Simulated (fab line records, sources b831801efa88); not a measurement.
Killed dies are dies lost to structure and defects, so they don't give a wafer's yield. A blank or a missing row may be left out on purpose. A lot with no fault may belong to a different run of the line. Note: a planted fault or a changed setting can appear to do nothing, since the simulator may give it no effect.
Which tool is to blame? ; flow sky130 ; 29 wafers from 10 lots sampled at 7 of the route's 708 steps

## WHAT EACH GAUGE READ, for each wafer
SKY_VIA3_RS_MEAS_22: measurement is done with a four-point probe. Usual: VIA3_W_RS gives 0.296 ohm/sq (standard deviation 0.0035).
lot;measured;on;VIA3_W_RS (ohm/sq);flag
L278;day 40 01:41;film_metro-02;0.297 0.289 0.297;
L280;day 40 13:58;film_metro-04;0.293 0.293 0.298;
L281;day 41 00:44;film_metro-04;0.296 0.296 0.294;
L283;day 41 13:05;film_metro-04;0.300 0.298 0.302;
L284;day 41 22:07;film_metro-02;0.303 0.296 0.296;
L288;day 43 00:55;film_metro-04;0.297 0.299;
L289;day 43 04:29;film_metro-02;0.295 0.294 0.295;
L290;day 43 09:52;film_metro-04;0.299 0.297 0.301;
L299;day 45 18:25;film_metro-01;0.293 0.298 0.298;
L300;day 45 19:46;film_metro-01;0.294 0.301 0.300;

SKY_VIA4_RS_MEAS_19: measurement is done with a four-point probe. Usual: VIA4_W_RS gives 0.2269 ohm/sq (standard deviation 0.0023).
lot;measured;on;VIA4_W_RS (ohm/sq);flag
L278;day 43 04:37;film_metro-03;0.2239 0.2260 0.2243;
L280;day 43 17:00;film_metro-04;0.2221 0.2244 0.2212;
L281;day 44 02:30;film_metro-03;0.2234 0.2259 0.2239;
L283;day 44 12:52;film_metro-03;0.2236 0.2286 0.2270;
L284;day 44 21:35;film_metro-03;0.2228 0.2265 0.2269;
L288;day 46 00:07;film_metro-01;0.5294 0.5144;OFF
L289;day 46 02:58;film_metro-03;0.4988 0.4875 0.5176;OFF
L290;day 46 06:39;film_metro-03;0.2306 0.2271 0.2280;
L299;day 48 10:56;film_metro-01;0.2266 0.2278 0.2242;
L300;day 48 11:37;film_metro-04;0.2312 0.2295 0.2294;

SKY_VIA4_THK_MEAS_20: measures by xrf. Usual: VIA4_W_THK gives 517 nm (standard deviation 7.1).
lot;measured;on;VIA4_W_THK (nm);flag
L278;day 43 04:43;film_metro-03;526 522 525;
L280;day 43 17:07;film_metro-04;530 524 533;
L281;day 44 02:37;film_metro-03;524 513 516;
L283;day 44 12:59;film_metro-03;517 507 514;
L284;day 44 21:41;film_metro-03;524 515 510;
L288;day 46 00:13;film_metro-01;224 231;OFF
L289;day 46 03:05;film_metro-03;234 237 227;OFF
L290;day 46 06:46;film_metro-03;501 512 512;
L299;day 48 11:02;film_metro-01;518 515 520;
L300;day 48 11:43;film_metro-04;508 511 508;

SKY_PASSIVATION_THK_MEAS_01. Usual: PASSIVATION_CVD_00_THK gives 89.9 nm (standard deviation 1.1).
lot;measured;on;PASSIVATION_CVD_00_THK (nm);flag
L278;day 44 04:17;film_metro-01;88.8 91.5 90.9;
L280;day 44 17:06;film_metro-02;88.1 90.4 91.7;
L281;day 45 02:27;film_metro-04;90.4 88.4 91.1;
L283;day 45 12:28;film_metro-04;88.9 91.8 91.9;
L284;day 45 20:04;film_metro-02;89.9 90.5 91.9;
L288;day 46 22:21;film_metro-01;90.3 89.8;
L289;day 47 01:38;film_metro-04;87.1 89.5 89.3;
L290;day 47 04:44;film_metro-02;89.5 89.0 92.3;
L299;day 49 06:19;film_metro-02;89.6 88.4 92.5;
L300;day 49 07:47;film_metro-04;88.3 90.7 91.5;

## TOOL THAT RAN EACH LOT (tool first, then ch and the chambers of the sampled wafers, then the start)
lot;SKY_VIA4_SPUTTER_17;SKY_VIA4_CVD_18;SKY_VIA4_CMP_21
L278;pvd_sputter-02, day 43 04:22;cvd_w-01 ch 0,1, day 43 04:28;cmp-01 ch 0,1,3, day 43 04:51
L280;pvd_sputter-02, day 43 16:47;cvd_w-02 ch 0,1, day 43 16:51;cmp-01 ch 0,1,3, day 43 17:11
L281;pvd_sputter-02, day 44 02:17;cvd_w-01 ch 0,1, day 44 02:21;cmp-01 ch 0,1,3, day 44 02:41
L283;pvd_sputter-02, day 44 12:39;cvd_w-01 ch 0,1, day 44 12:43;cmp-01 ch 2,3, day 44 13:05
L284;pvd_sputter-04, day 44 21:21;cvd_w-02 ch 0,1, day 44 21:25;cmp-02 ch 0,1, day 44 21:47
L288;pvd_sputter-01, day 45 23:53;cvd_w-01 ch 0, day 45 23:56;cmp-01 ch 1,3, day 46 00:35
L289;pvd_sputter-02, day 46 02:44;cvd_w-01 ch 0,1, day 46 02:48;cmp-01 ch 0,3, day 46 03:46
L290;pvd_sputter-02, day 46 06:26;cvd_w-02 ch 0,1, day 46 06:30;cmp-01 ch 0,1,3, day 46 06:53
L299;pvd_sputter-02, day 48 10:42;cvd_w-02 ch 0, day 48 10:46;cmp-01 ch 0,1,3, day 48 11:05
L300;pvd_sputter-04, day 48 11:21;cvd_w-02 ch 0,1, day 48 11:28;cmp-02 ch 2,3, day 48 11:55
- SKY_VIA4_SPUTTER_17: material TiN, target thk 20 nm, time 80 s.
- SKY_VIA4_CVD_18: deposits W, target thk 505 nm, time 152.14 s.
- SKY_VIA4_CMP_21: polishes, stops on SiO2, t overpolish 25 s, target thk 0 nm.

## AS READ BY THE TOOLS THEMSELVES (means over the sampled wafers that have a number; for cases with no such wafer, the mark the record gives instead)
SKY_VIA4_SPUTTER_17. Usual: cathode_dc_power_W 4000.0 W, standard deviation 0.7; throttle_valve_pct 30.6 %, standard deviation 0.93.
lot;tool;cathode_dc_power_W (W);throttle_valve_pct (%);flag
L278;pvd_sputter-02;4000.3;31.2;
L280;pvd_sputter-02;4000.3;31.0;
L281;pvd_sputter-02;4000.9;30.7;
L283;pvd_sputter-02;3999.8;30.8;
L284;pvd_sputter-04;3999.6;30.5;
L288;pvd_sputter-01;4000.4;30.2;
L289;pvd_sputter-02;4000.0;30.1;
L290;pvd_sputter-02;3999.4;31.2;
L299;pvd_sputter-02;3999.9;31.7;
L300;pvd_sputter-04;4000.5;29.5;

SKY_VIA4_CVD_18. Usual: heater_power_w 908 W, standard deviation 90; susceptor_temp_C 399.99 C, standard deviation 0.22.
lot;tool;heater_power_w (W);susceptor_temp_C (C);flag
L278;cvd_w-01;913;399.76;
L280;cvd_w-02;952;400.02;
L281;cvd_w-01;862;400.14;
L283;cvd_w-01;907;400.02;
L284;cvd_w-02;970;399.79;
L288;cvd_w-01;844;400.13;
L289;cvd_w-01;876;400.00;
L290;cvd_w-02;966;400.16;
L299;cvd_w-02;1039;400.20;
L300;cvd_w-02;966;399.95;

SKY_VIA4_CMP_21. Usual: motor_current_A 10.8 A, standard deviation 1; time_to_endpoint_s 122 s, standard deviation 4.
lot;tool;motor_current_A (A);time_to_endpoint_s (s);flag
L278;cmp-01;10.7;126;
L280;cmp-01;10.5;129;
L281;cmp-01;10.7;125;
L283;cmp-01;10.1;120;
L284;cmp-02;10.5;121;
L288;cmp-01;10.2;52;OFF
L289;cmp-01;10.0;56;OFF
L290;cmp-01;10.5;121;
L299;cmp-01;10.4;125;
L300;cmp-02;11.3;118;

## THE ANSWER, worked out from the rows above alone
Rule: take the mean of a lot's wafers that have a number; if it is more than 3 standard deviations from the usual mean, the lot is off. A lot without any number at a reading at which 4 lots or more have one is off too. Where the step has rows for the other lots, those lots are counted as sound. After the gauges, taken in route order, come the tools' own readings; for these a lot's mean is taken, as printed above. The first step at which some lot is off is used, and at that step the reading that is off furthest; a lot without a number counts as furthest.
Off: at SKY_VIA4_RS_MEAS_19 (VIA4_W_RS), L288, L289.
A tool fits if, at a process step before that reading, it ran every lot that is off, and no sound lot after the first of them. Not tried: the gauges at SKY_VIA4_RS_MEAS_19; whatever is off there is also off at SKY_VIA4_CMP_21, on other tools, and gauge error can't account for it. One fits: SKY_VIA4_CVD_18 on cvd_w-01. A fault onset in the window from L283 (day 44 12:43, its last sound lot) to L288 (day 45 23:56, its first lot off) fits.

## WHAT THE SIMULATOR HAD INSERTED
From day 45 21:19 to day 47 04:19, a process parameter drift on cvd_w-01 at SKY_VIA4_CVD_18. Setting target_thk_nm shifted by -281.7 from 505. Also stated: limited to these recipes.
Lots struck among those shown: L288, L289. The rule above found the same.
